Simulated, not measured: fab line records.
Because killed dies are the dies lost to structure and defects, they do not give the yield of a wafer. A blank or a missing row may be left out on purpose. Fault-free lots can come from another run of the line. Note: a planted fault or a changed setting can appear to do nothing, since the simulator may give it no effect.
A struck lot beside a sound one | flow sky130 | 34 steps out of a route of 708
Sound: the wafers L509.2, L509.3, L509.5. Wafers struck: L498.1, L498.2, L498.3. At the end, the cause is stated.
Per side, at each step with rows, come the tool, then ch with its chambers, and then its first start. Under that, the readings that differ: sound wafers | struck wafers | difference of the means | sigmas: that difference in standard deviations of wafers without a fault.
alike: same words and numbers on both sides, and readings whose means sit less than 2 such deviations apart. not compared: any withheld reading, any reading some wafer has no value for, any bound like >300 that may hide the same value, and any number with overlapping values for which the record gives no deviation.
The two part at a step that has a row with sigmas, a row that says differs or no value, or rows on one side only. Numbers that have no deviation but don't overlap get no sigmas and don't part them. Lack of a reading on every wafer of one side parts them only where that side has two or more wafers.

first, 7 steps without rows for these wafers: SKY_SONOS_TUNNEL_DEVELOP_06 (develop time 60 s); SKY_SONOS_TUNNEL_IMPLANT_09; SKY_SONOS_TUNNEL_WET_ETCH_10 (etches SiO2 in dHF, target depth 14 nm, time 280 s); SKY_SONOS_TUNNEL_STRIP_11 (strips in SPM, time 600 s); SKY_SONOS_TUNNEL_CLEAN_13 (cleans in dHF, time 20 s); SKY_SONOS_ONO_OXIDATION_00 (stabilise 600 s, purge 300 s, target thk 2.6 nm); SKY_SONOS_ONO_CVD_02 (deposits Si3N4 from DCS/NH3, target thk 10.5 nm, time 180 s).
SKY_SONOS_ONO_CVD_04: deposits SiO2 from SiH4/N2O, target thk 5.7199 nm.
  sound on lpcvd-03 ch 0, day 17 04:18; struck on lpcvd-03 ch 0, day 13 20:05
  reading                                    | sound             | struck            | difference | sigmas
  pressure-mtorr (mTorr)                     | 400.1 400.9 400.2 | 480.4 479.8 479.2 | +79.4      | +99 or more
  model.SiO2_of_SONOS_ONO_CVD_04.thk-nm (nm) | 5.629 5.569 5.573 | 6.439 6.377 6.355 | +0.800     |
  alike: zone-power-upper-pct
SKY_SONOS_ONO_THK_MEAS_05:
  sound on film-metro-03 at day 17 05:34; struck on film-metro-03 at day 13 21:20
  reading                   | sound          | struck         | difference | sigmas
  SONOS_ONO_CVD_04_THK (nm) | 5.68 5.53 5.63 | 6.43 6.39 6.37 | +0.78      | +7
then, 23 steps without rows for these wafers: SKY_SONOS_ONO_DEHYDRATE_06 (time 60 s); SKY_SONOS_ONO_HMDS_07 (prime time 60 s); SKY_SONOS_ONO_COAT_08 (resist thk 1140 nm); SKY_SONOS_ONO_SOFTBAKE_09 (time 60 s); SKY_SONOS_ONO_EXPOSE_10 (exposes mask ONOM, target cd 410 nm); SKY_SONOS_ONO_PEB_11; SKY_SONOS_ONO_DEVELOP_12 (develop time 60 s); SKY_SONOS_ONO_ETCH_15 (etches the open film in CHF3/O2, target depth 19.52 nm, time 7.8 s); SKY_SONOS_ONO_WET_ETCH_16 (etches SiO2 in dHF, target depth 14 nm, time 280 s); SKY_SONOS_ONO_STRIP_17 (strips in O2/N2); SKY_SONOS_ONO_WET_ETCH_18 (etches Si3N4 in H3PO4, target depth 15 nm, time 172 s); SKY_GATE_OXIDE_CLEAN_00 (cleans in SC1/SC2, time 150 s); SKY_GATE_OXIDE_OXIDATION_01 (stabilise 600 s, purge 300 s, target thk 10.268 nm); SKY_GATE_OXIDE_DEHYDRATE_03 (time 60 s); SKY_GATE_OXIDE_HMDS_04 (prime time 60 s); SKY_GATE_OXIDE_COAT_05 (resist thk 1140 nm); SKY_GATE_OXIDE_SOFTBAKE_06 (time 60 s); SKY_GATE_OXIDE_EXPOSE_07 (exposes mask LVOM, target cd 600 nm); SKY_GATE_OXIDE_PEB_08; SKY_GATE_OXIDE_DEVELOP_09 (develop time 60 s); SKY_GATE_OXIDE_IMPLANT_11; SKY_GATE_OXIDE_WET_ETCH_12 (etches SiO2 in dHF, target depth 16.8 nm, time 336 s); SKY_GATE_OXIDE_STRIP_13 (strips in O2/N2).
-- the record jumps here: 2 days lie between the struck wafers' starts before and after --
SKY_GATE_OXIDE_CLEAN_15: cleans in SC1/SC2, time 150 s.
  sound on wet-bench-02 ch 2, day 19 21:29; struck on wet-bench-02 ch 3, day 16 06:14
  reading                                    | sound             | struck          | difference | sigmas
  model.SiO2_of_SONOS_ONO_CVD_04.thk-nm (nm) | 4.097 4.032 4.035 | 4.91 4.847 4.82 | +0.80      |
-- record jumps: 31 days separate the struck wafers' starts on either side; left off in module GATE_OXIDE, taken up again in module PAD_OPEN, whose first shown step is the route's number 708 --
SKY_PAD_OPEN_PROBE_99:
  sound on prober-02 at day 49 17:19; struck on prober-01 at day 47 09:49
  reading                                 | sound                | struck               | difference | sigmas
  model.etest.sonos-erased.drive-ua-um    | 241.6 194.1 180.3    | 167.8 175.2 164.3    | -36.2      |
  model.etest.sonos-uncharged.r-on-ohm-um | 819.1 807.7 799.2    | 825.8 828.4 850.8    | +26.3      |
  model.etest.cap-ono.gate-log10-a-cm2    | -7.699 -7.595 -7.638 | -8.764 -8.595 -8.691 | -1.039     |
  model.etest.cap-ono.gate-bv-v (V)       | 16.04 16.13 16.41    | 17.29 17.22 17.34    | +1.09      |
  model.etest.cap-ono.tox-acc-nm (nm)     | 12.63 12.59 12.72    | 13.59 13.43 13.47    | +0.85      |
  model.etest.sonos-programmed.vt-v (V)   | 1.639 1.62 1.568     | 1.075 1.182 1.175    | -0.465     |
  model.etest.sonos-erased.vt-v (V)       | -2.424 -2.385 -2.348 | -2.025 -2.082 -2.025 | +0.342     |
  alike: killed_at_M0_to_M3, killed_at_M4_up, killed-at-contacts, killed-at-front-end, killed-at-other, killed-dies, killed-open, killed-short
  not compared: model.etest.sonos-programmed.off-log10-a-um

== WHERE THEY PART ==
At SKY_SONOS_ONO_CVD_04 first; at SKY_SONOS_ONO_THK_MEAS_05 last (within this record only). Later steps at which nothing parts them and some readings are alike: SKY_PAD_OPEN_PROBE_99.

WHY: what the simulator had put in
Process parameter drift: lpcvd-03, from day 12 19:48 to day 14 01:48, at SKY_SONOS_ONO_CVD_04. Setting pressure-mtorr, moved by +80, from 400.
